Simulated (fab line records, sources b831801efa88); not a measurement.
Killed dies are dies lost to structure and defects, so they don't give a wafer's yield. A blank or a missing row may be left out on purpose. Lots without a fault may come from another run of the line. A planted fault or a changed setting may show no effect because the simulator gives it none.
Chamber matching | flow gf180mcu | GF_V2_CMP_26 on cmp-01: 4 sister chambers
The step polishes, stops on SiO2, t overpolish 15 s, target thk 0 nm. 8 wafers are shown with their chamber, then 8 later ones without.

WAFERS WITH THEIR CHAMBER
wafer  | chamber | motor_current_A (A) | slurry_flow_ml_min
L226.2 | 2       | 10.4                | 150.8
L236.3 | 3       | 11.7                | 149.7
L236.4 | 1       | 10.9                | 150.5
L236.6 | 1       | 11.4                | 150.1
L237.2 | 3       | 10.8                | 151.0
L237.3 | 0       | 9.6                 | 150.1
L237.6 | 0       | 9.9                 | 149.6
L238.1 | 2       | 10.2                | 150.4

WAFERS WITHOUT THEIR CHAMBER
wafer  | motor_current_A (A) | slurry_flow_ml_min
L238.4 | 9.7                 | 149.5
L238.6 | 11.8                | 150.9
L240.1 | 10.4                | 149.9
L240.4 | 11.1                | 150.1
L240.6 | 10.9                | 150.7
L241.2 | 11.7                | 150.0
L241.3 | 10.1                | 149.6
L241.5 | 9.3                 | 149.7

WHICH CHAMBER EACH WENT THROUGH
wafer  | from the rows above               | in truth
L238.4 | can't be placed: 0 or 2           | 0
L238.6 | can't be placed: 3 or 1           | 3
L240.1 | can't be placed: 2 or 0 or 1 or 3 | 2
L240.4 | can't be placed: 1 or 3 or 2      | 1
L240.6 | can't be placed: 1 or 3 or 2      | 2
L241.2 | can't be placed: 3 or 1           | 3
L241.3 | can't be placed: 0 or 2           | 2
L241.5 | can't be placed: 0 or 2           | 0
Placed correctly: 0 of 8. Can't be placed from these rows: 8 (the true chamber is among the candidates in 8). Placed wrongly: 0.
How it was worked out, from the rows above alone: a wafer's distance from a chamber is the root of the sum, over the readings, of the square of ((its reading less the chamber's mean) divided by the reading's scatter). The wafer belongs to the nearest chamber; if the next one is less than 2 further off, it can't be placed. A chamber's mean is the mean of its shown wafers. The scatter: the root of (the sum of the squares of (reading less its chamber's mean) over the shown wafers, divided by (wafers less chambers)).
